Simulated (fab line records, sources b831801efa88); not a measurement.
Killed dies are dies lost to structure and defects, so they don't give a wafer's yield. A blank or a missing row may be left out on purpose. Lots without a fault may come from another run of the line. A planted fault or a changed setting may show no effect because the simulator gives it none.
Problem report in the 8D (eight disciplines) form, filled by code | flow gf180mcu | the parts of the form that need people (team, actions taken, sign-off) are left out

1. THE PROBLEM
LVPWELL_RS at GF_VT_IMPLANT_RS_MEAS_48 reads a mean of 1127 ohm/sq on 1 wafer of 1 lot; wafers without a fault read 1197 ohm/sq with a standard deviation of 3.2. That is -22 standard deviations from the usual mean.
The step: measures by four-point-probe.
First seen on wafer L791.4, day 11 03:49, on film_metro-01. The record holds 35 wafers of 12 lots with a number at this step. Rule for "out", or "out of limits": more than 4 standard deviations from the usual mean. The other wafers with a number count as sound.

2. WHAT IT IS AND WHAT IT IS NOT
question                    | is                | is not
which readings at this step | LVPWELL_RS        | -
which lots                  | L791              | L780, L781, L782, L783, L784, L794, L796, L798, L800, L801, L802
which wafers of those lots  | L791.4            | L791.5
read on which gauges        | film_metro-01     | film_metro-03, film_metro-04
when                        | from day 11 03:49 | up to then (16 sound wafers); but 18 sound wafers of L794, L796, L798, L800, L801, L802 came after

3. SUSPECTS, AND WHAT RULES EACH OUT
Counting: a tool at a process step up to the reading stays a suspect if it ran every lot that is out. Sound lots after the first of them don't rule it out here, since some wafers of a struck lot are sound.
- the gauge at GF_VT_IMPLANT_RS_MEAS_48: ruled out. All the wafers that are out were read on film_metro-01, but those of them that GF_LVPWELL_IMPLANT_08 has rows for are out there too, on other tools.
- implanter-04 at GF_LVPWELL_IMPLANT_08: kept. It ran the lot that is out, L791 (day 6 20:19); its last sound lot up to then is L784 (day 4 18:11). Its own readings are out on those wafers: beam_on_s, faraday_current_uA.
- plasma_asher-04 at GF_VT_IMPLANT_STRIP_42 (strips in O2/N2): kept. It ran the lot that is out, L791 (day 11 03:14); its last sound lot up to then is L784 (day 8 14:33).
- rtp_anneal-01 at GF_VT_IMPLANT_RTA_45 (time 30 s): kept. It ran the lot that is out, L791 (day 11 03:28); its last sound lot up to then is L783 (day 8 08:04).
Left after counting: implanter-04 at GF_LVPWELL_IMPLANT_08, plasma_asher-04 at GF_VT_IMPLANT_STRIP_42, rtp_anneal-01 at GF_VT_IMPLANT_RTA_45.

4. THE CAUSE (what the simulator had put in)
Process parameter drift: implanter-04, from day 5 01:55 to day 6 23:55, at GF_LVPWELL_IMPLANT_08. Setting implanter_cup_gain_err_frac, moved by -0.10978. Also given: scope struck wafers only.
Counting left 3 suspects, and this tool is among them.

5. THE CHAIN OF EFFECTS, in route order
Each row: a reading whose mean over the struck wafers that have a number lies more than 3 standard deviations from the usual. Only readings for which the record gives a usual standard deviation are gone through. hours: the time from each lot's start at the first step in this table that gives one to its start at this step, as a median over the lots. sigmas: the change in usual standard deviations.
hours | step                     | reading            | usual       | on struck wafers | change | sigmas
0     | GF_LVPWELL_IMPLANT_08    | beam_on_s          | 10.01 s     | 11.07            | +1.06  | +5.9
0     | GF_LVPWELL_IMPLANT_08    | faraday_current_uA | 84.5        | 76.8             | -7.7   | -5.1
0     | GF_LVPWELL_TW_MEAS_11    | LVPWELL_TW         | 563         | 578              | +15    | +3.3
103   | GF_VT_IMPLANT_STRIP_42   | platen_temp_c      | 249.99 C    | 249.33           | -0.66  | -3.7
104   | GF_VT_IMPLANT_RS_MEAS_48 | LVPWELL_RS         | 1197 ohm/sq | 1127             | -70    | -22
The process steps in it:
- GF_LVPWELL_IMPLANT_08
- GF_VT_IMPLANT_STRIP_42: strips in O2/N2.

6. WHAT WOULD HAVE CAUGHT IT SOONER
In this record the first reading out of limits at a measuring or inspecting step was taken at day 11 03:49, 146 hours after the fault began at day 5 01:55.
The tool's own readings at GF_LVPWELL_IMPLANT_08 were out on every struck wafer that the step has a row for (beam_on_s, faraday_current_uA): an alarm limit on them would have fired on the first of those.
All the lots that are out (1) had begun GF_LVPWELL_IMPLANT_08 on implanter-04 by day 11 03:49. A hold on the tool at that time would have spared none of them.
